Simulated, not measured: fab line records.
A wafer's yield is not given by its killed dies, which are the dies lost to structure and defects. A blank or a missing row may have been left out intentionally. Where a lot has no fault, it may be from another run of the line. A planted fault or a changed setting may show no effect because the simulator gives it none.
Which of the tools did it? + flow gf180mcu + Sampling: 13 lots, 39 wafers, 4 of 602 route steps

WHAT THE GAUGES READ, wafer by wafer
GF_V4_BOW_MEAS_05. Usual: for V4_BOW the level is 135 um and the standard deviation is 8.9.
| lot  | measured     | on            | V4_BOW (um) | flag |
|------|--------------|---------------|-------------|------|
| L144 | day 24 18:22 | film_metro-01 | 121 143 143 |      |
| L146 | day 25 05:44 | film_metro-04 | 133 134 130 |      |
| L149 | day 26 08:16 | film_metro-01 | 129 126 128 |      |
| L150 | day 26 13:40 | film_metro-04 | 144 144 132 |      |
| L151 | day 27 00:41 | film_metro-01 | 143 155 139 |      |
| L152 | day 27 10:04 | film_metro-01 | 137 129 142 |      |
| L153 | day 27 13:01 | film_metro-01 | 129 131 125 |      |
| L154 | day 27 19:19 | film_metro-01 | 134 136 130 |      |
| L155 | day 28 03:55 | film_metro-01 | 153 125 138 |      |
| L158 | day 29 02:07 | film_metro-02 | 143 143 130 |      |
| L160 | day 29 13:27 | film_metro-02 | 124 140 120 |      |
| L163 | day 30 07:46 | film_metro-01 | 140 144 138 |      |
| L164 | day 30 15:09 | film_metro-02 | 130 132 124 |      |

GF_MIM_RS_MEAS_10: a four-point-probe measurement. Usual: for MIM_ALCU_RS the level is 0.1595 ohm/sq and the standard deviation is 0.0015.
| lot  | measured     | on            | MIM_ALCU_RS (ohm/sq) | flag |
|------|--------------|---------------|----------------------|------|
| L144 | day 25 17:46 | film_metro-01 | 0.1605 0.1631 0.1617 |      |
| L146 | day 26 04:35 | film_metro-03 | 0.1625 0.1612 0.1626 |      |
| L149 | day 27 06:29 | film_metro-01 | 0.1599 0.1586 0.1590 |      |
| L150 | day 27 12:18 | film_metro-01 | 0.1598 0.1596 0.1605 |      |
| L151 | day 27 22:36 | film_metro-03 | 0.1595 0.1592 0.1577 |      |
| L152 | day 28 08:19 | film_metro-03 | 0.1576 0.1586 0.1571 |      |
| L153 | day 28 11:12 | film_metro-03 | 0.1583 0.1587 0.1587 |      |
| L154 | day 28 17:35 | film_metro-01 | 0.1562 0.1592 0.1581 |      |
| L155 | day 29 00:42 | film_metro-02 | 0.1585 0.1593 0.1588 |      |
| L158 | day 29 22:32 | film_metro-02 | 0.1594 0.1614        |      |
| L160 | day 30 10:08 | film_metro-03 | 0.1601 0.1596        |      |
| L163 | day 31 03:45 | film_metro-03 | 0.1577 0.1593 0.1585 |      |
| L164 | day 31 10:47 | film_metro-02 | 0.1615 0.1616 0.1624 |      |

TOOL THAT RAN EACH LOT (tool first, then ch and the chambers of the sampled wafers, then the start)
| lot  | GF_V4_SPUTTER_21             | GF_V4_CMP_26                  |
|------|------------------------------|-------------------------------|
| L144 | pvd_sputter-04, day 25 16:40 | cmp-02 ch 2,3, day 25 17:06   |
| L146 | pvd_sputter-01, day 26 03:27 | cmp-01 ch 0,1,2, day 26 03:50 |
| L149 | pvd_sputter-04, day 27 05:16 | cmp-02 ch 1,2,3, day 27 05:46 |
| L150 | pvd_sputter-04, day 27 10:57 | cmp-01 ch 0,1, day 27 11:37   |
| L151 | pvd_sputter-04, day 27 21:30 | cmp-01 ch 1,2,3, day 27 21:53 |
| L152 | pvd_sputter-02, day 28 07:10 | cmp-01 ch 1,2,3, day 28 07:43 |
| L153 | pvd_sputter-01, day 28 10:06 | cmp-01 ch 0,2,3, day 28 10:29 |
| L154 | pvd_sputter-04, day 28 16:27 | cmp-01 ch 1,2, day 28 16:50   |
| L155 | pvd_sputter-04, day 28 23:35 | cmp-01 ch 0,3, day 28 23:58   |
| L158 | pvd_sputter-01, day 29 21:23 | cmp-01 ch 0,1,3, day 29 21:49 |
| L160 | pvd_sputter-02, day 30 09:00 | cmp-01 ch 0,3, day 30 09:23   |
| L163 | pvd_sputter-02, day 31 02:36 | cmp-02 ch 2,3, day 31 02:59   |
| L164 | pvd_sputter-04, day 31 09:25 | cmp-02 ch 0,1,2, day 31 10:13 |
- GF_V4_SPUTTER_21: material Ti, target thk 15 nm, time 80.02 s.
- GF_V4_CMP_26: polishes, stops on SiO2, t overpolish 15 s, target thk 0 nm.

WHAT THE TOOLS THEMSELVES READ (means of the sampled wafers that have a number; where no wafer has one, the mark that the record gives instead)
GF_V4_SPUTTER_21. Usual: cathode_dc_power_W 2500.1 W, standard deviation 0.46; throttle_valve_pct 30.1 %, standard deviation 1.2.
| lot  | tool           | cathode_dc_power_W (W) | throttle_valve_pct (%) | flag |
|------|----------------|------------------------|------------------------|------|
| L144 | pvd_sputter-04 | 2500.1                 | 30.6                   |      |
| L146 | pvd_sputter-01 | 2499.7                 | 29.0                   |      |
| L149 | pvd_sputter-04 | 2499.8                 | 30.7                   |      |
| L150 | pvd_sputter-04 | 2500.1                 | 30.6                   |      |
| L151 | pvd_sputter-04 | 2499.9                 | 30.8                   |      |
| L152 | pvd_sputter-02 | 2499.8                 | 30.8                   |      |
| L153 | pvd_sputter-01 | 2500.1                 | 29.3                   |      |
| L154 | pvd_sputter-04 | 2500.5                 | 30.6                   |      |
| L155 | pvd_sputter-04 | 2499.9                 | 30.5                   |      |
| L158 | pvd_sputter-01 | 2500.1                 | 30.2                   |      |
| L160 | pvd_sputter-02 | 2499.8                 | 30.3                   |      |
| L163 | pvd_sputter-02 | 2500.1                 | 30.3                   |      |
| L164 | pvd_sputter-04 | 2500.1                 | 30.7                   |      |

GF_V4_CMP_26. Usual: motor_current_A 11.0 A, standard deviation 1.5; overpolish_run_s 15.000 s, standard deviation 0.0098; time_to_endpoint_s 85 s, standard deviation 3.3.
| lot  | tool   | motor_current_A (A) | overpolish_run_s (s) | time_to_endpoint_s (s) | flag |
|------|--------|---------------------|----------------------|------------------------|------|
| L144 | cmp-02 | 11.6                | 15.005               | 88                     |      |
| L146 | cmp-01 | 10.4                | 14.996               | 81                     |      |
| L149 | cmp-02 | 13.1                | 15.000               | 89                     |      |
| L150 | cmp-01 | 10.2                | 15.002               | 83                     |      |
| L151 | cmp-01 | 10.9                | 15.000               | 84                     |      |
| L152 | cmp-01 | 10.0                | 15.000               | 83                     |      |
| L153 | cmp-01 | 9.9                 | 15.006               | 84                     |      |
| L154 | cmp-01 | 10.6                | 14.998               | 88                     |      |
| L155 | cmp-01 | 10.1                | 14.994               | 86                     |      |
| L158 | cmp-01 | 10.4                | 10.016               | 98                     | OFF  |
| L160 | cmp-01 | 10.0                | 10.008               | 97                     | OFF  |
| L163 | cmp-02 | 12.1                | 15.005               | 87                     |      |
| L164 | cmp-02 | 12.0                | 15.002               | 90                     |      |

THE ANSWER, worked out from the rows above alone
Rule: take the mean of a lot's wafers that have a number; if it is more than 3 standard deviations from the usual mean, the lot is off. A lot without any number at a reading at which 4 lots or more have one is off too. The other lots that the step has rows for count as sound. First the gauges in route order, then the tools' own readings, where a lot's mean is used as printed above. The first step at which some lot is off is used, and at that step the reading that is off furthest; a lot without a number counts as furthest.
Off at GF_V4_CMP_26 (overpolish_run_s): L158, L160.
A tool fits if, at that step or a process step before it, it ran every lot that is off, and no sound lot after the first of them. One fits: GF_V4_CMP_26 on cmp-01. A fault onset in the window from L155 (day 28 23:58, its last sound lot) to L158 (day 29 21:49, its first lot off) fits.
On the lots that are off, the tool's own readings at GF_V4_CMP_26 differ by more than 5 times the standard deviation of the sound lots' means, which bears it out; overpolish_run_s reads 10.012 s there versus 15.001 s on the sound lots.

WHAT THE SIMULATOR HAD INSERTED
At GF_V4_CMP_26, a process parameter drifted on cmp-01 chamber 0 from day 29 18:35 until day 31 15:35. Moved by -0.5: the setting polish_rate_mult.
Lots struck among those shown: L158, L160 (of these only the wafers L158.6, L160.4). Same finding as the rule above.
